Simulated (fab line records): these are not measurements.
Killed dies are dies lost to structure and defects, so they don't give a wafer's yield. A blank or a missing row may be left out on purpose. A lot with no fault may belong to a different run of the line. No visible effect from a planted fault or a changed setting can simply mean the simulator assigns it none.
Which tool was responsible? + flow gf180mcu + Sampling: 13 lots, 39 wafers, 5 of 602 route steps

== WHAT THE GAUGES READ, wafer by wafer ==
GF_VT_IMPLANT_RS_MEAS_46: uses a four-point probe to measure. Usual: MVSD_RS gives 457.1 ohm/sq (standard deviation 1.1).
| lot  | measured     | on            | MVSD_RS (ohm/sq)  | flag |
|------|--------------|---------------|-------------------|------|
| L792 | day 7 11:42  | film-metro-02 | 457.1 456.8 456.9 |      |
| L794 | day 7 23:40  | film-metro-01 | 455.3 455.7 455.2 |      |
| L797 | day 9 08:52  | film-metro-02 | 456.7 456.3 456.8 |      |
| L798 | day 9 13:32  | film-metro-04 | 457.8 458.2 458.7 |      |
| L799 | day 9 14:19  | film-metro-04 | 456.7 456.1 456.3 |      |
| L800 | day 9 19:58  | film-metro-04 | 457.2 457.2 457.7 |      |
| L801 | day 10 05:16 | film-metro-02 | 459.1 456.4 455.9 |      |
| L802 | day 10 08:12 | film-metro-01 | 423.5 425.4 424.6 | OFF  |
| L805 | day 11 02:37 | film-metro-02 | 424.5 424.5 425.5 | OFF  |
| L807 | day 11 16:12 | film-metro-01 | 456.4 454.9 457.0 |      |
| L812 | day 13 03:30 | film-metro-02 | 458.0 456.9 457.7 |      |
| L813 | day 13 08:28 | film-metro-02 | 456.3 455.7 456.1 |      |
| L815 | day 13 19:14 | film-metro-02 | 457.8 456.3 457.3 |      |

GF_HV_LDD_TW_MEAS_11. Usual: HV_LDD_TW gives 2412 (standard deviation 23).
| lot  | measured     | on            | HV_LDD_TW      | flag |
|------|--------------|---------------|----------------|------|
| L792 | day 9 23:07  | film-metro-04 | 2422 2416 2431 |      |
| L794 | day 10 18:44 | film-metro-02 | 2375 2375 2378 |      |
| L797 | day 11 22:40 | film-metro-02 | 2368 2375 2370 |      |
| L798 | day 12 06:56 | film-metro-02 | 2384 2380 2398 |      |
| L799 | day 12 06:37 | film-metro-04 | 2436 2422 2428 |      |
| L800 | day 12 13:53 | film-metro-04 | 2415 2431 2434 |      |
| L801 | day 12 22:58 | film-metro-01 | 2390 2413 2420 |      |
| L802 | day 13 01:16 | film-metro-04 | 2437 2425 2429 |      |
| L805 | day 13 21:27 | film-metro-04 | 2430 2435 2427 |      |
| L807 | day 14 13:34 | film-metro-01 | 2420 2425 2425 |      |
| L812 | day 16 03:14 | film-metro-01 | 2395 2418 2415 |      |
| L813 | day 16 11:59 | film-metro-02 | 2383 2374 2400 |      |
| L815 | day 16 22:09 | film-metro-01 | 2429 2412 2421 |      |

GF_V1_BOW_MEAS_05. Usual: V1_BOW gives 81 um (standard deviation 7.3).
| lot  | measured     | on            | V1_BOW (um) | flag |
|------|--------------|---------------|-------------|------|
| L792 | day 17 05:57 | film-metro-04 | 93 90 86    |      |
| L794 | day 18 04:26 | film-metro-03 | 94 90 87    |      |
| L797 | day 19 13:05 | film-metro-04 | 92 74 92    |      |
| L798 | day 20 00:41 | film-metro-03 | 90 86 79    |      |
| L799 | day 20 00:24 | film-metro-04 | 75 82 81    |      |
| L800 | day 20 09:11 | film-metro-01 | 82 76 95    |      |
| L801 | day 20 18:26 | film-metro-01 | 67 82 76    |      |
| L802 | day 21 01:03 | film-metro-03 | 77 88 71    |      |
| L805 | day 21 23:45 | film-metro-01 | 78 97 81    |      |
| L807 | day 22 15:28 | film-metro-01 | 90 81 87    |      |
| L812 | day 24 06:30 | film-metro-01 | 81 93 80    |      |
| L813 | day 24 16:34 | film-metro-03 | 85 87 79    |      |
| L815 | day 24 23:26 | film-metro-03 | 91 90 80    |      |

== WHICH TOOL RAN EACH LOT (tool, then ch and the chambers of the sampled wafers, then the start) ==
| lot  | GF_MVSD_IMPLANT_09             | GF_SALICIDE_RTA_08               |
|------|--------------------------------|----------------------------------|
| L792 | implanter-01 ch 0, day 4 08:35 | rtp-anneal-01 ch 0, day 15 05:26 |
| L794 | implanter-03 ch 0, day 4 20:05 | rtp-anneal-01 ch 0, day 16 03:23 |
| L797 | implanter-01 ch 0, day 6 03:04 | rtp-anneal-02 ch 0, day 17 10:24 |
| L798 | implanter-03 ch 0, day 6 05:40 | rtp-anneal-01 ch 0, day 17 21:33 |
| L799 | implanter-01 ch 0, day 6 06:05 | rtp-anneal-02 ch 0, day 17 21:25 |
| L800 | implanter-03 ch 0, day 6 11:25 | rtp-anneal-02 ch 0, day 18 05:52 |
| L801 | implanter-01 ch 0, day 6 20:08 | rtp-anneal-01 ch 0, day 18 15:01 |
| L802 | implanter-03 ch 0, day 6 22:23 | rtp-anneal-02 ch 0, day 18 21:13 |
| L805 | implanter-03 ch 0, day 7 13:22 | rtp-anneal-02 ch 0, day 19 20:08 |
| L807 | implanter-01 ch 0, day 8 02:13 | rtp-anneal-02 ch 0, day 20 12:26 |
| L812 | implanter-01 ch 0, day 9 04:34 | rtp-anneal-01 ch 0, day 22 05:06 |
| L813 | implanter-02 ch 0, day 9 09:59 | rtp-anneal-01 ch 0, day 22 15:56 |
| L815 | implanter-02 ch 0, day 9 19:19 | rtp-anneal-01 ch 0, day 23 00:33 |
- GF_MVSD_IMPLANT_09
- GF_SALICIDE_RTA_08: time 30 s.

== AS READ BY THE TOOLS THEMSELVES (means over the sampled wafers that have a number; for cases with no such wafer, the mark the record gives instead) ==
GF_MVSD_IMPLANT_09. Usual: beam-energy-keV 99.99, standard deviation 0.032; dose-ions-cm2 5e+12, standard deviation 5.6e+09; faraday-current-uA 28.1, standard deviation 0.56.
| lot  | tool         | beam-energy-keV | dose-ions-cm2 | faraday-current-uA | flag |
|------|--------------|-----------------|---------------|--------------------|------|
| L792 | implanter-01 | 100.00          | 5e+12         | 27.7               |      |
| L794 | implanter-03 | 100.02          | 5e+12         | 27.9               |      |
| L797 | implanter-01 | 99.99           | 5e+12         | 28.5               |      |
| L798 | implanter-03 | 100.00          | 5e+12         | 28.0               |      |
| L799 | implanter-01 | 99.97           | 5e+12         | 28.1               |      |
| L800 | implanter-03 | 99.97           | 5e+12         | 28.3               |      |
| L801 | implanter-01 | 99.95           | 5e+12         | 28.6               |      |
| L802 | implanter-03 | 100.00          | 8e+12         | 43.1               | OFF  |
| L805 | implanter-03 | 99.97           | 8e+12         | 43.4               | OFF  |
| L807 | implanter-01 | 99.98           | 5e+12         | 28.0               |      |
| L812 | implanter-01 | 100.02          | 5e+12         | 28.8               |      |
| L813 | implanter-02 | 99.97           | 5e+12         | 28.1               |      |
| L815 | implanter-02 | 100.01          | 5e+12         | 28.4               |      |

GF_SALICIDE_RTA_08. Usual: lamp-power-pct 16.6 %, standard deviation 0.73; wafer_temp_C_max 804.2, standard deviation 1.5.
| lot  | tool          | lamp-power-pct (%) | wafer_temp_C_max | flag |
|------|---------------|--------------------|------------------|------|
| L792 | rtp-anneal-01 | 16.0               | 805.2            |      |
| L794 | rtp-anneal-01 | 16.0               | 805.4            |      |
| L797 | rtp-anneal-02 | 17.5               | 802.7            |      |
| L798 | rtp-anneal-01 | 16.0               | 804.8            |      |
| L799 | rtp-anneal-02 | 17.4               | 802.2            |      |
| L800 | rtp-anneal-02 | 17.5               | 802.6            |      |
| L801 | rtp-anneal-01 | 16.0               | 805.4            |      |
| L802 | rtp-anneal-02 | 17.5               | 803.2            |      |
| L805 | rtp-anneal-02 | 17.5               | 802.7            |      |
| L807 | rtp-anneal-02 | 17.5               | 802.1            |      |
| L812 | rtp-anneal-01 | 16.0               | 805.2            |      |
| L813 | rtp-anneal-01 | 16.0               | 806.5            |      |
| L815 | rtp-anneal-01 | 16.0               | 805.1            |      |

== THE ANSWER, worked out from the rows above alone ==
Rule: take the mean of a lot's wafers that have a number; if it is more than 3 standard deviations from the usual mean, the lot is off. A lot without any number at a reading at which 4 lots or more have one is off too. Any other lot the step has rows for is counted as sound. The gauges are gone through in route order, then the tools' own readings, and for those a lot's mean is taken as printed above. At the first step where some lot is off, the reading lying furthest off is the one used; lots without a number count as furthest.
Off: L802, L805, at GF_VT_IMPLANT_RS_MEAS_46 (MVSD_RS).
A tool fits if, at a process step before that reading, it ran every lot that is off, and no sound lot after the first of them. Not tried: the gauges at GF_VT_IMPLANT_RS_MEAS_46; whatever is off there is also off at GF_MVSD_IMPLANT_09, on other tools, and gauge error can't account for it. One fits: GF_MVSD_IMPLANT_09 on implanter-03. A fault onset in the window from L800 (day 6 11:25, its last sound lot) to L802 (day 6 22:23, its first lot off) fits.
The tool's own readings at GF_MVSD_IMPLANT_09 bear it out: on the lots that are off they differ by more than 5 times the standard deviation of the sound lots' means. dose-ions-cm2 reads 8e+12 there against 5e+12 on the sound lots; faraday-current-uA reads 43.2 there against 28.2 on the sound lots.

== WHAT WAS PUT IN BY THE SIMULATOR ==
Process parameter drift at GF_MVSD_IMPLANT_09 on implanter-03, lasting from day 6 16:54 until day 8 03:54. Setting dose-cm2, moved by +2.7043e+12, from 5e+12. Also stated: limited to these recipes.
Lots struck among those shown: L802, L805. Same finding as the rule above.
